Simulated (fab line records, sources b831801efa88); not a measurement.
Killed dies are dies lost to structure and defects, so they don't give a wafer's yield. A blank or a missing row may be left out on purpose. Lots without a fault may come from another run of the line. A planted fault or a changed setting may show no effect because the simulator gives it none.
Which tool did it? | flow sky130 | 12 lots, 36 wafers sampled, at 4 steps of a route of 708

WHAT THE GAUGES READ, wafer by wafer
SKY_METAL1_OVL_MEAS_16.
lot  | measured     | on         | METAL1_OVL (nm)
L327 | day 33 07:16 | overlay-01 | 2 2 -3
L328 | day 33 08:47 | overlay-02 | -1 1 -2
L329 | day 33 21:35 | overlay-01 | -1 -7 0
L333 | day 35 11:17 | overlay-01 | 5 6 1
L334 | day 35 15:50 | overlay-01 | 0 3 14
L337 | day 36 12:19 | overlay-01 | -3 -10 -1
L339 | day 36 23:35 | overlay-02 | -8 -6 -9
L341 | day 37 14:34 | overlay-01 | -4 -7 0
L343 | day 38 08:29 | overlay-01 | -6 -5 -7
L346 | day 39 03:12 | overlay-01 | 3 4 2
L347 | day 39 11:04 | overlay-01 | -5 -7 1
L350 | day 40 08:07 | overlay-01 | -2 -1 1

SKY_VIA1_RS_MEAS_22: measures by four-point-probe.
lot  | measured     | on            | VIA1_W_RS (ohm/sq)
L327 | day 34 12:01 | film_metro-02 | 0.430 0.424 0.436
L328 | day 34 13:53 | film_metro-02 | 0.427 0.419 0.426
L329 | day 35 02:29 | film_metro-03 | 0.421 0.422 0.421
L333 | day 36 15:53 | film_metro-03 | 0.423 0.423 0.422
L334 | day 36 20:17 | film_metro-03 | 0.425 0.427 0.424
L337 | day 37 16:43 | film_metro-03 | 0.421 0.428 0.419
L339 | day 38 04:11 | film_metro-02 | 0.430 0.430 0.427
L341 | day 38 18:40 | film_metro-02 | 0.427 0.425 0.427
L343 | day 39 12:07 | film_metro-03 | 0.434 0.432 0.427
L346 | day 40 06:44 | film_metro-03 | 0.432 0.427 0.431
L347 | day 40 13:50 | film_metro-02 | 0.430 0.430 0.429
L350 | day 41 10:42 | film_metro-01 | 0.430 0.436 0.426

WHICH TOOL RAN EACH LOT (tool, then ch and the chambers of the sampled wafers, then the start)
lot  | SKY_VIA1_ETCH_14                   | SKY_VIA1_ETCH_15
L327 | rie_diel-01 ch 0,2, day 34 11:10   | rie_diel-01 ch 0,2, day 34 11:13
L328 | rie_diel-03 ch 0,1,2, day 34 12:58 | rie_diel-03 ch 0,1,2, day 34 13:01
L329 | rie_diel-03 ch 0,2,3, day 35 01:37 | rie_diel-03 ch 0,2,3, day 35 01:40
L333 | rie_diel-03 ch 1,2,3, day 36 14:55 | rie_diel-03 ch 1,2,3, day 36 14:58
L334 | rie_diel-03 ch 0,2,3, day 36 19:20 | rie_diel-03 ch 0,2,3, day 36 19:23
L337 | rie_diel-02 ch 0,1,2, day 37 15:52 | rie_diel-02 ch 0,1,2, day 37 15:55
L339 | rie_diel-03 ch 0,2,3, day 38 03:19 | rie_diel-03 ch 0,2,3, day 38 03:22
L341 | rie_diel-03 ch 0,2, day 38 17:49   | rie_diel-03 ch 0,2, day 38 17:52
L343 | rie_diel-01 ch 0,1,2, day 39 11:16 | rie_diel-01 ch 0,1,2, day 39 11:19
L346 | rie_diel-01 ch 1,2,3, day 40 05:46 | rie_diel-01 ch 1,2,3, day 40 05:49
L347 | rie_diel-02 ch 0,2, day 40 12:58   | rie_diel-02 ch 0,2, day 40 13:01
L350 | rie_diel-02 ch 0,1,3, day 41 09:50 | rie_diel-02 ch 0,1,3, day 41 09:52
- SKY_VIA1_ETCH_14: etches BARC in N2/H2, stops on SiO2, time 45.9 s, target depth 60 nm.
- SKY_VIA1_ETCH_15: etches SiO2 in C4F8/O2/Ar, stops on TiN, target depth 351 nm, time 54 s.

WHAT THE TOOLS THEMSELVES READ (means of the sampled wafers that have a number; where no wafer has one, the mark that the record gives instead)
SKY_VIA1_ETCH_14.
lot  | tool        | bias_w (W) | drypump_motor_current_A (A) | oes_product_au (a.u.) | throttle_valve_pct (%)
L327 | rie_diel-01 | 99.6       | 5.9                         | 0.853                 | 13.226
L328 | rie_diel-03 | 100.2      | 5.3                         | 0.851                 | 13.227
L329 | rie_diel-03 | 99.8       | 5.5                         | 0.855                 | 13.230
L333 | rie_diel-03 | 100.0      | 5.5                         | 0.858                 | 13.223
L334 | rie_diel-03 | 100.1      | 5.4                         | 0.855                 | 13.227
L337 | rie_diel-02 | 100.0      | 5.2                         | 0.853                 | 13.236
L339 | rie_diel-03 | 100.0      | 5.5                         | 0.855                 | 13.227
L341 | rie_diel-03 | 100.0      | 5.5                         | 0.852                 | 13.238
L343 | rie_diel-01 | 100.1      | 5.9                         | 0.853                 | 13.226
L346 | rie_diel-01 | 100.0      | 5.8                         | 0.853                 | 13.224
L347 | rie_diel-02 | 99.9       | 5.1                         | 0.852                 | 13.230
L350 | rie_diel-02 | 99.7       | 5.7                         | 0.850                 | 13.215

SKY_VIA1_ETCH_15.
lot  | tool        | bias_w (W) | oes_product_au (a.u.)
L327 | rie_diel-01 | 1201       | 0.972
L328 | rie_diel-03 | 1199       | 0.983
L329 | rie_diel-03 | 1195       | 0.980
L333 | rie_diel-03 | 1198       | 0.981
L334 | rie_diel-03 | 1202       | 0.980
L337 | rie_diel-02 | 1199       | 0.977
L339 | rie_diel-03 | 1181       | 0.981
L341 | rie_diel-03 | 1164       | 0.974
L343 | rie_diel-01 | 1201       | 0.979
L346 | rie_diel-01 | 1198       | 0.981
L347 | rie_diel-02 | 1194       | 0.984
L350 | rie_diel-02 | 1201       | 0.993

THE ANSWER, worked out from the rows above alone
Rule: what is usual is taken from the lots themselves. Put in order of their means at a reading, lots are off if they are a third of the lots or fewer, leave a main group of 4 or more, and stand apart from it by a gap of 3 or more times the standard deviation of the main group's means; of several such gaps the widest counts. A main group whose means are all the same, to the digits that the tables above print for the reading, isn't used. A lot without any number at a reading at which 4 lots or more have one is off too. The other lots that the step has rows for count as sound. The gauges are gone through in route order, then the tools' own readings, and for those a lot's mean is taken as printed above. The first step at which some lot is off is used, and at that step the reading that is off furthest; a lot without a number counts as furthest.
Off: L339, L341, at SKY_VIA1_ETCH_15 (bias_w). The main group: mean 1199 W, standard deviation 2.5.
A tool fits if, at that step or a process step before it, it ran every lot that is off, and no sound lot after the first of them. One fits: rie_diel-03 at SKY_VIA1_ETCH_14 and SKY_VIA1_ETCH_15. At SKY_VIA1_ETCH_14 its last sound lot is L334 (day 36 19:20), its first lot that is off L339 (day 38 03:19): a fault that began between those two fits.

WHAT THE SIMULATOR HAD PUT IN
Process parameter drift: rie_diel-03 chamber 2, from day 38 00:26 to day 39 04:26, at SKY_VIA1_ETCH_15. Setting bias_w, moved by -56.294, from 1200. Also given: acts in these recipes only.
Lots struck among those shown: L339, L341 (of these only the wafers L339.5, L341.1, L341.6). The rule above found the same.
